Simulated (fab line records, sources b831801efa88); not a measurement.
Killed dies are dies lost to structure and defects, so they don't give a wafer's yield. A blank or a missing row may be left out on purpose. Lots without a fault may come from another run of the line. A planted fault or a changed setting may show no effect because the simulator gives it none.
fab line records | flow sfq_line
record lots=6 wafers=18 last_day=83
route steps=325 shown M4@152 I4@163
lots that met no fault: from a run of the same line without faults
start_h: hours from the record's first day to the start of the lot's first wafer shown | wait_h: hours since the lot's step before | " the same as in the row above | L1.1+2: a row that stands for several wafers | - no value, or no start given | * or withheld: withheld | < > ~ a bound
route shown NAME@n: a module of which the file shows steps, and the number in the route of the first | usual: mean/standard deviation of fault-free wafers | same: alike in all rows | chamber/n: place in a boat | sites: the reading at each site | _std_site: their standard deviation | _edge_site: outer sites' mean less inner sites' | radius_mm: how far each site lies from the wafer's centre | mask NAME#n: copy n | behind: the tool/chamber that last shaped the wafer | hold: why the lot was held/for how many hours/how that ended | device: the transistor (n, p or np) that didn't switch | end of line: the same wafers' tests at the end of the route | a step without rows: its recipe alone | killed: dies lost to structure and defects at the first sort, not the wafer's yield | map: a wafer's dies, x killed, . not, _ none there
set.NAME: the setting as run; set.NAME@STEP: as run at that earlier step | model.NAME: the simulator's own value behind a step, which no gauge read
lots at some steps of the route; a table a step, a row a wafer
services: from which hour (start_h, from the record's first day; less than 0 if before it) a tool's chamber was out of use, for how many hours, and why
## steps
# step SFQ_TRILAYER_M4_LITHO_COAT_098
# recipe resist=BARC spin_rpm=3000 resist_thk_nm=62
# step SFQ_TRILAYER_M4_LITHO_COAT_093
# recipe resist=KrF spin_rpm=3000 resist_thk_nm=600
# step SFQ_TRILAYER_M4_LITHO_SOFTBAKE_097
# recipe temp_c=withheld time_s=withheld resist=KrF
# step SFQ_TRILAYER_M4_LITHO_EXPOSE_094
# recipe mask_id=M4 na=0.6 source_shape=conventional sigma_outer=0.65 target_cd_nm=500 dose_mj=14.4
# step SFQ_TRILAYER_M4_LITHO_PEB_096
# recipe peb_temp_c=115 peb_time_s=60 resist=KrF
# step SFQ_TRILAYER_M4_LITHO_DEVELOP_095
# recipe time_s=60 resist=KrF
# step SFQ_M4_OVL_MEAS_926
# usual M4_OVL=-6/6.8
# columns lot.wafer tool chamber start_h wait_h M4_OVL[nm]
L884.1 overlay-02 - 1161.03 0.1 -11
L884.2 " - " " -11
L884.4 " - " " -10
L890.3 overlay-02 - 1242.69 0.1 -8
L890.4 " - " " -5
L890.5 " - " " 1
L893.2 overlay-01 - 1265.30 0.1 -10
L893.3 " - " " -2
L893.4 " - " " -10
L897.3 overlay-01 - 1302.51 0.1 2
L897.4 " - " " -7
L897.6 " - " " -5
L902.1 overlay-01 - 1360.09 0.1 3
L902.2 " - " " 0
L902.6 " - " " 4
L904.2 overlay-01 - 1363.70 0.1 -2
L904.4 " - " " -4
L904.6 " - " " 3
# step SFQ_TRILAYER_M4_BARC_OPEN_METAL_ETCH_123
# recipe mask_material=PR chemistry=O2 target_depth_nm=125 target=BARC icp_w=600 bias_w=80 pressure_mtorr=10 time_s=41.7
# usual drypump_motor_current_A=5.60/0.28 oes_product_au=0.686/0.0045
# same time_s=41.7
# columns lot.wafer tool chamber start_h wait_h drypump_motor_current_A oes_product_au rf_hours_counter_h
L884.1 rie_metal-02 1 1161.07 0.0 5.92 0.689 18
L884.2 " 0 " " 5.64 0.688 1
L884.4 " 0 " " 5.63 0.687 -
L890.3 rie_metal-04 1 1242.73 0.0 5.19 0.698 -
L890.4 " 0 " " 5.48 0.692 -
L890.5 " 1 " " 5.19 0.683 -
L893.2 rie_metal-02 1 1265.33 0.0 5.89 0.686 35
L893.3 " 0 " " 5.66 0.685 -
L893.4 " 1 " " 5.89 0.685 -
L897.3 rie_metal-02 1 1302.55 0.0 5.88 0.686 -
L897.4 " 0 " " 5.65 0.694 -
L897.6 " 0 " " 5.65 0.685 -
L902.1 rie_metal-02 0 1360.13 0.0 5.64 0.685 37
L902.2 " 1 " " 5.91 0.690 54
L902.6 " 0 " " 5.62 0.690 -
L904.2 rie_metal-02 1 1363.75 0.0 5.89 0.686 -
L904.4 " 1 " " 5.89 0.683 -
L904.6 " 1 " " 5.88 0.684 -
# step SFQ_TRILAYER_M4_ETCH_METAL_ETCH_096
# recipe target=Nb stop_on=SiO2 mask_material=PR chemistry=Cl2/Ar target_depth_nm=240 icp_w=600 bias_w=80 pressure_mtorr=10 time_s=120
# usual drypump_motor_current_A=5.60/0.28 oes_product_au=0.891/0.0071
# same time_s=120
# columns lot.wafer tool chamber start_h wait_h drypump_motor_current_A oes_product_au rf_hours_counter_h
L884.1 rie_metal-02 1 1161.13 0.0 5.88 0.880 18
L884.2 " 0 " " 5.63 0.885 1
L884.4 " 0 " " 5.65 0.889 -
L890.3 rie_metal-04 1 1242.81 0.1 5.18 0.895 -
L890.4 " 0 " " 5.51 0.902 -
L890.5 " 1 " " 5.18 0.893 -
L893.2 rie_metal-02 1 1265.41 0.1 5.87 0.882 35
L893.3 " 0 " " 5.65 0.891 -
L893.4 " 1 " " 5.89 0.890 -
L897.3 rie_metal-02 1 1302.63 0.1 5.90 0.882 -
L897.4 " 0 " " 5.63 0.903 -
L897.6 " 0 " " 5.64 0.894 -
L902.1 rie_metal-02 0 1360.19 0.0 5.63 0.890 37
L902.2 " 1 " " 5.87 0.896 54
L902.6 " 0 " " 5.64 0.897 -
L904.2 rie_metal-02 1 1363.89 0.1 5.91 0.887 -
L904.4 " 1 " " 5.89 0.892 -
L904.6 " 1 " " 5.90 0.886 -
# step SFQ_TRILAYER_M4_STRIP_STRIP_097
# recipe gas=O2 power_w=200 platen_temp_c=40 overash_fraction=0.65 chemistry=O2 pressure_mtorr=50
# usual drypump_motor_current_A=5.60/0.28 oes_product_au=0.994/0.011
# columns lot.wafer tool chamber start_h wait_h drypump_motor_current_A oes_product_au rf_hours_counter_h
L884.1 rie_metal-02 1 1161.25 0.1 5.91 0.998 18
L884.2 " 0 " " 5.67 1.008 1
L884.4 " 0 " " 5.64 0.996 -
L890.3 rie_metal-04 1 1243.10 0.2 5.20 1.019 -
L890.4 " 0 " " 5.46 0.974 -
L890.5 " 1 " " 5.19 1.007 -
L893.2 rie_metal-02 1 1265.58 0.1 5.90 1.001 35
L893.3 " 0 " " 5.65 1.001 -
L893.4 " 1 " " 5.89 0.998 -
L897.3 rie_metal-02 1 1302.92 0.2 5.90 0.984 -
L897.4 " 0 " " 5.63 0.997 -
L897.6 " 0 " " 5.61 0.989 -
L902.1 rie_metal-02 0 1360.32 0.1 5.66 0.989 37
L902.2 " 1 " " 5.88 0.982 54
L902.6 " 0 " " 5.65 1.003 -
L904.2 rie_metal-02 1 1364.30 0.4 5.88 0.976 -
L904.4 " 1 " " 5.87 0.987 -
L904.6 " 1 " " 5.87 0.998 -
# step SFQ_TRILAYER_M4_STRIP_SOLV_CLEAN_098
# recipe chemistry=NMP temp_c=70 time_s=600
# step SFQ_TRILAYER_I4_DEP_PECVD_099
# recipe material=SiO2 temp_c=150 time_s=111.11 pressure_torr=2.4 rf_w=183.3 precursor=SiH4/N2O target_thk_nm=500
# usual heater_power_w=82/17 rf_fwd_power_W=182.3/0.67 susceptor_temp_C=150.00/0.15 throttle_valve_pct=24.7/1.9
# same time_s=111.11
# columns lot.wafer tool chamber start_h wait_h heater_power_w rf_fwd_power_W susceptor_temp_C throttle_valve_pct model.SiO2_of_TRILAYER_I4_DEP_PECVD_099.thk_nm
L884.1 pecvd-01 2 1162.04 0.0 67 182.1 150.03 24.7 493.3
L884.2 " 1 " " 121 182.0 149.79 26.6 486.6
L884.4 " 0 " " 67 182.5 150.09 25.2 496.4
L890.3 pecvd-02 2 1243.69 0.0 69 181.8 150.12 23.6 505.8
L890.4 " 0 " " 77 180.1 150.02 23.0 511.5
L890.5 " 2 " " 73 181.4 150.07 23.2 510.6
L893.2 pecvd-01 2 1266.55 0.0 70 183.8 149.88 25.1 504.2
L893.3 " 1 " " 122 152.5 149.98 27.3 466.9
L893.4 " 2 " " 72 182.8 150.02 25.1 505.1
L897.3 pecvd-01 2 1303.49 0.0 74 182.5 149.93 25.2 503.4
L897.4 " 2 " " 71 183.2 149.77 25.0 508.9
L897.6 " 1 " " 118 153.5 150.15 27.7 469.4
L902.1 pecvd-02 1 1361.09 0.0 93 182.8 149.99 21.8 499.9
L902.2 " 0 " " 75 180.7 150.21 23.7 502.6
L902.6 " 2 " " 76 182.8 149.96 23.5 510.6
L904.2 pecvd-01 1 1365.48 0.0 104 182.9 149.86 27.7 490.7
L904.4 " 2 " " 77 182.2 149.83 25.5 501.3
L904.6 " 1 " " 108 182.5 150.02 27.9 497.2
# step SFQ_TRILAYER_I4_CMP_CMP_100
# recipe material=SiO2 down_force_psi=3 platen_rpm=60 pad_velocity_m_s=0.94248
# usual head_pressure_psi=2.999/0.006 motor_current_A=9.5/0.87 slurry_filter_dp_kPa=13.51/0.14
# columns lot.wafer tool chamber start_h wait_h head_pressure_psi motor_current_A slurry_filter_dp_kPa
L884.4 cmp-01 2 1162.62 0.5 2.997 9.4 13.72
L884.1 " 3 " " 3.003 11.1 13.54
L884.2 " 0 " " 3.003 9.4 13.59
L890.3 cmp-01 0 1245.90 2.2 2.998 9.2 13.62
L890.4 " 1 " " 2.999 8.4 13.48
L890.5 " 0 1247.90 4.1 3.002 9.8 13.37
L893.4 cmp-01 2 1267.42 0.8 3.008 9.7 13.62
L893.2 " 3 " " 3.000 10.9 13.71
L893.3 " 0 " " 3.004 9.9 13.56
L897.4 cmp-01 2 1312.42 8.8 2.988 10.4 13.57
L897.3 " 0 1313.42 9.9 2.995 9.7 13.64
L897.6 " 2 1314.42 10.8 2.997 10.1 13.34
L902.1 cmp-02 1 1391.39 30.3 2.996 9.6 13.49
L902.2 " 0 1392.89 31.8 2.998 8.5 13.78
L902.6 " 1 " " 2.990 10.0 13.39
L904.2 cmp-01 2 1401.20 35.7 2.992 9.7 13.56
L904.4 " 3 " " 3.003 11.4 13.39
L904.6 " 0 " " 3.003 9.8 13.68
## services
# columns tool chamber start_h hours kind
rie_metal-02 1 1166.96 2.4 repair
pecvd-02 - 1169.06 1.7 repair
cmp-02 - 1172.41 0.5 repair
pecvd-02 2 1182.04 8.0 repair
cmp-01 - 1185.82 1.2 repair
pecvd-01 0 1242.84 3.8 repair
pecvd-01 1 1243.39 10.2 repair
rie_metal-02 0 1245.67 2.5 repair
cmp-02 - 1247.41 0.8 repair
cmp-01 - 1260.42 4.0 pm
cmp-02 - 1266.13 1.9 repair
cmp-02 - 1271.10 0.8 repair
cmp-01 - 1288.96 1.9 repair
pecvd-01 - 1291.60 1.2 repair
cmp-01 - 1300.49 0.3 repair
pecvd-02 - 1321.86 2.8 pm
pecvd-01 0 1323.81 8.0 repair
rie_metal-02 - 1324.52 1.4 pm
cmp-02 - 1338.12 0.6 repair
cmp-02 - 1347.77 7.1 repair
cmp-02 - 1352.29 3.1 repair
rie_metal-02 0 1361.30 8.1 repair
cmp-01 - 1372.42 3.8 pm
pecvd-01 - 1386.83 2.8 pm
## key
first_sign step=SFQ_TRILAYER_I4_DEP_PECVD_099 reading=rf_fwd_power_W direction=down sigmas=44 usual=182.3 struck=153.0
effect none on later readings
model_effect step=SFQ_TRILAYER_I4_DEP_PECVD_099 value=SiO2_of_TRILAYER_I4_DEP_PECVD_099.thk_nm without=493.6 struck=468.1
met_at SFQ_TRILAYER_I4_DEP_PECVD_099
struck_wafers L893.3,L897.6
onset_between 1162.04 1266.55
fault kind=process_parameter_drift tool=pecvd-01 chamber=1 onset_h=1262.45 steps=SFQ_TRILAYER_I4_DEP_PECVD_099 channel=rf_w offset=-29.328 shape=step end_h=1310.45 acts_in=these_recipes_only stated=183.3
